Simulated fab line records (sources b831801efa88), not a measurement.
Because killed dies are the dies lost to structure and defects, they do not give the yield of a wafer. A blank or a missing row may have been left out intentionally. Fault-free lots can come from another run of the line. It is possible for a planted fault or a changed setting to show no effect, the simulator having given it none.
Split-lot experiment    flow gf180mcu    23 wafers read across 5 lots, on a route 602 steps long

== ON THE SPLIT ==
At GF_HV_LDD_DEVELOP_18 (develop time 60 s), the setting develop time s was moved away from the recipe's 60 s on 11 of the 23 wafers read, by -9.3% to +13.9%. All remaining wafers had this setting at the recipe value.

Between the split and the reading, the file records no step.

== THE READING ==
Shown in nm: cd nm at GF_HV_LDD_CD_MEAS_19, with target cd 400 nm. On this fab line, fault-free wafers typically give 400.5 nm with a standard deviation of 2.2 nm.

wafer   tool, chamber at the split  develop time s as run, s  against the recipe  cd nm, nm  against lot-mates on the recipe
L076.3  litho track-03, 0           60                        recipe              397.5      -
L076.4  litho track-03, 0           60                        recipe              397.8      -
L076.5  litho track-03, 0           60                        recipe              397.2      -
L078.1  litho track-03, 0           65.49                     +9.1%               407.7      +7.8
L078.2  litho track-03, 0           65.49                     +9.1%               409.9      +10.0
L078.4  litho track-03, 0           60                        recipe              400.8      -
L078.5  litho track-03, 0           65.49                     +9.1%               408.4      +8.5
L078.6  litho track-03, 0           60                        recipe              399.0      -
L079.1  litho track-03, 0           67.76                     +12.9%              409.5      +11.2
L079.2  litho track-03, 0           60                        recipe              399.0      -
L079.3  litho track-03, 0           60                        recipe              398.0      -
L079.5  litho track-03, 0           67.76                     +12.9%              409.0      +10.7
L079.6  litho track-03, 0           60                        recipe              397.9      -
L082.1  litho track-01, 0           54.4                      -9.3%               394.1      -7.0
L082.2  litho track-01, 0           60                        recipe              400.6      -
L082.3  litho track-01, 0           54.4                      -9.3%               394.1      -7.0
L082.5  litho track-01, 0           60                        recipe              401.6      -
L082.6  litho track-01, 0           54.4                      -9.3%               392.7      -8.4
L083.1  litho track-01, 0           60                        recipe              397.3      -
L083.2  litho track-01, 0           68.36                     +13.9%              409.6      +10.5
L083.3  litho track-01, 0           68.36                     +13.9%              409.0      +9.9
L083.4  litho track-01, 0           60                        recipe              401.0      -
L083.5  litho track-01, 0           68.36                     +13.9%              410.4      +11.2

THE FIT
A straight line over all 23 wafers: cd nm changes by +0.759 nm for each +1% of develop time s; r = +0.96; the points scatter about the line by 1.6 nm.
The same after taking each lot's own level away (the mean of its wafers on the recipe; 23 wafers): +0.815 nm for each +1%; r = +0.99; scatter 1 nm.
According to that fit, moving develop time s by its largest amount changes the reading by 11 nm.
Measured against the standard deviation above, the lots' own levels, which go from 397.50 to 401.10 nm, span 1.6 times it.
The two slopes agree, so the slope changes little with the lot-to-lot level.
Check: +11.6 nm against its lot-mates is what the line predicts for one of the wafers moved furthest among these (+13.9%) when that wafer is left out of the fit. Against them it came out at +10.5 nm.

== ADDITIONAL SPLITS CARRIED BY THESE WAFERS ==
These wafers also went through other splits before the reading. Each is held against what the fit with the lots' levels taken away leaves over:
other split on the same wafers  wafers away from the commonest value  r with cd nm (lot level and that fit taken away)
GF_POLY_GATE_PEB_08 peb time s  9                                     +0.14
GF_HV_LDD_IMPLANT_09 dose cm2   4                                     +0.28

== FILE'S OWN FIT ==
cd nm changes by +0.822 nm for each +1% of develop time s, r = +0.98.
